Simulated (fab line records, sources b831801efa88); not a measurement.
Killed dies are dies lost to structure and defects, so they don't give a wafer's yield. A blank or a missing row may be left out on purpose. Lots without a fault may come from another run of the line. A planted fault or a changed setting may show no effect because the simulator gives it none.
Which tool did it? | flow sky130 | 14 lots, 42 wafers sampled, at 5 steps of a route of 708

WHAT THE GAUGES READ, wafer by wafer
SKY_NWELL_OVL_MEAS_23. Usual: NWELL_01_OVL -1.0 nm, standard deviation 1.3.
lot  | measured     | on         | NWELL_01_OVL (nm) | flag
L370 | day 5 08:46  | overlay-02 | -1.7 -2.3 -1.1    |
L372 | day 5 18:08  | overlay-01 | -0.3 0.3 -0.1     |
L374 | day 6 07:01  | overlay-01 | 1.6 1.1 1.5       |
L375 | day 6 12:07  | overlay-01 | -0.8 -1.2 -1.3    |
L376 | day 6 21:01  | overlay-01 | -0.9 -1.2 -2.6    |
L377 | day 7 00:55  | overlay-02 | -1.6 -2.3 -0.2    |
L378 | day 7 05:41  | overlay-02 | -1.5 -0.9 0.0     |
L379 | day 7 13:19  | overlay-01 | -2.6 -2.2 -2.2    |
L380 | day 7 20:33  | overlay-02 | 1.3 0.2 0.1       |
L381 | day 8 02:34  | overlay-02 | 1.1 -0.6 -0.9     |
L382 | day 8 08:18  | overlay-02 | -0.9 0.1 -1.1     |
L383 | day 8 18:23  | overlay-02 | -1.1 -1.5 -1.6    |
L388 | day 9 20:01  | overlay-02 | -0.1 -0.8 0.2     |
L390 | day 10 07:52 | overlay-01 | -0.6 -1.4 -2.0    |

SKY_VT_ADJUST_LVTN_OVL_MEAS_18. Usual: VT_ADJUST_LVTN_01_OVL 0.7 nm, standard deviation 1.5.
lot  | measured     | on         | VT_ADJUST_LVTN_01_OVL (nm) | flag
L370 | day 7 18:49  | overlay-02 | -0.2 0.9 1.3               |
L372 | day 8 05:54  | overlay-02 | 0.8 0.7 1.7                |
L374 | day 8 20:13  | overlay-02 | 2.2 1.6 1.1                |
L375 | day 9 02:25  | overlay-02 | -2.5 -2.5 -2.8             |
L376 | day 9 11:31  | overlay-02 | 0.1 1.3 2.0                |
L377 | day 9 15:46  | overlay-01 | 2.3 1.4 1.4                |
L378 | day 9 20:39  | overlay-02 | -2.2 -2.9 -1.9             |
L379 | day 10 05:55 | overlay-01 | 0.6 -1.4 0.1               |
L380 | day 10 13:49 | overlay-02 | 0.9 -0.1 -0.4              |
L381 | day 10 20:18 | overlay-02 | -0.8 0.2 -0.3              |
L382 | day 11 02:22 | overlay-01 | -1.0 0.4 0.9               |
L383 | day 11 14:03 | overlay-01 | 2.1 1.6 0.3                |
L388 | day 12 19:52 | overlay-01 | 3.7 2.6 4.7                |
L390 | day 13 08:16 | overlay-02 | 0.8 1.0 1.8                |

SKY_VT_ADJUST_NCORE_OVL_MEAS_08. Usual: VT_ADJUST_NCORE_OVL 0.5 nm, standard deviation 1.5.
lot  | measured     | on         | VT_ADJUST_NCORE_OVL (nm) | flag
L370 | day 8 15:40  | overlay-02 | 1.7 1.2 0.6              |
L372 | day 9 02:40  | overlay-01 | -2.1 -0.1 0.0            |
L374 | day 9 17:01  | overlay-01 | 0.0 0.6 1.3              |
L375 | day 10 00:13 | overlay-02 | 0.7 -0.7 -1.2            |
L376 | day 10 09:49 | overlay-02 | -1.2 -1.4 -0.9           |
L377 | day 10 14:32 | overlay-02 | -1.2 -1.0 1.1            |
L378 | day 10 19:08 | overlay-01 | 3.5 3.5 2.4              |
L379 | day 11 04:29 | overlay-01 | -2.3 -1.2 -1.1           |
L380 | day 11 13:31 | overlay-01 | 90.1 91.1 91.5           | OFF
L381 | day 11 20:31 | overlay-01 | 90.7 90.9 91.4           | OFF
L382 | day 12 02:25 | overlay-01 | 91.4 90.7 91.0           | OFF
L383 | day 12 14:44 | overlay-02 | 2.1 1.8 1.2              |
L388 | day 13 20:38 | overlay-01 | -0.5 -1.2 -1.0           |
L390 | day 14 09:25 | overlay-01 | 1.2 0.5 1.7              |

SKY_VT_ADJUST_NCORE_TW_MEAS_11. Usual: VT_ADJUST_NCORE_TW 221.2, standard deviation 1.2.
lot  | measured     | on            | VT_ADJUST_NCORE_TW | flag
L370 | day 8 15:57  | film_metro-01 | 220.9 220.2 220.4  |
L372 | day 9 02:57  | film_metro-04 | 219.4 218.9 219.1  |
L374 | day 9 17:19  | film_metro-03 | 224.2 222.1 221.6  |
L375 | day 10 00:31 | film_metro-01 | 220.0 221.2 218.0  |
L376 | day 10 10:06 | film_metro-03 | 223.2 221.8 222.7  |
L377 | day 10 14:49 | film_metro-01 | 220.6 221.2 219.3  |
L378 | day 10 19:25 | film_metro-01 | 220.6 219.5 218.8  |
L379 | day 11 04:47 | film_metro-03 | 221.0 221.8 220.5  |
L380 | day 11 13:49 | film_metro-01 | 222.7 223.1 221.3  |
L381 | day 11 20:49 | film_metro-01 | 222.3 222.0 222.4  |
L382 | day 12 02:43 | film_metro-01 | 220.3 222.6 220.8  |
L383 | day 12 15:01 | film_metro-01 | 221.5 221.9 222.3  |
L388 | day 13 20:55 | film_metro-03 | 221.4 222.4 220.6  |
L390 | day 14 09:42 | film_metro-04 | 220.7 221.2 220.6  |

WHICH TOOL RAN EACH LOT (tool, then ch and the chambers of the sampled wafers, then the start)
lot  | SKY_VT_ADJUST_NCORE_EXPOSE_04
L370 | iline_stepper-02 ch 0, day 8 05:36
L372 | iline_stepper-01 ch 0, day 8 16:34
L374 | iline_stepper-01 ch 0, day 9 06:40
L375 | iline_stepper-02 ch 0, day 9 13:39
L376 | iline_stepper-02 ch 0, day 9 22:13
L377 | iline_stepper-01 ch 0, day 10 02:58
L378 | iline_stepper-01 ch 0, day 10 08:26
L379 | iline_stepper-02 ch 0, day 10 17:18
L380 | iline_stepper-01 ch 0, day 11 01:23
L381 | iline_stepper-01 ch 0, day 11 08:49
L382 | iline_stepper-01 ch 0, day 11 14:37
L383 | iline_stepper-02 ch 0, day 12 02:29
L388 | iline_stepper-02 ch 0, day 13 08:32
L390 | iline_stepper-02 ch 0, day 13 20:19
- SKY_VT_ADJUST_NCORE_EXPOSE_04: exposes mask LVTN COMPLEMENT THIN, target cd 380 nm.

WHAT THE TOOLS THEMSELVES READ (means of the sampled wafers that have a number; where no wafer has one, the mark that the record gives instead)
The record holds no such reading with a usual standard deviation.

THE ANSWER, worked out from the rows above alone
Rule: a lot is off if the mean of its wafers that have a number lies more than 3 standard deviations from the usual mean. A lot without any number at a reading at which 4 lots or more have one is off too. The other lots that the step has rows for count as sound. The gauges are gone through in route order, then the tools' own readings, and for those a lot's mean is taken as printed above. The first step at which some lot is off is used, and at that step the reading that is off furthest; a lot without a number counts as furthest.
Off: L380, L381, L382, at SKY_VT_ADJUST_NCORE_OVL_MEAS_08 (VT_ADJUST_NCORE_OVL).
A tool fits if, at a process step before that reading, it ran every lot that is off, and no sound lot after the first of them. The gauges at SKY_VT_ADJUST_NCORE_OVL_MEAS_08 are tried like those tools. One fits: iline_stepper-01 at SKY_VT_ADJUST_NCORE_EXPOSE_04. Its last sound lot is L378 (day 10 08:26), its first lot that is off L380 (day 11 01:23): a fault that began between those two fits.

WHAT THE SIMULATOR HAD PUT IN
Scanner matching overlay: iline_stepper-01, from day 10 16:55 on, at SKY_VT_ADJUST_NCORE_EXPOSE_04. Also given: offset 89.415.
Lots struck among those shown: L380, L381, L382. The rule above found the same.
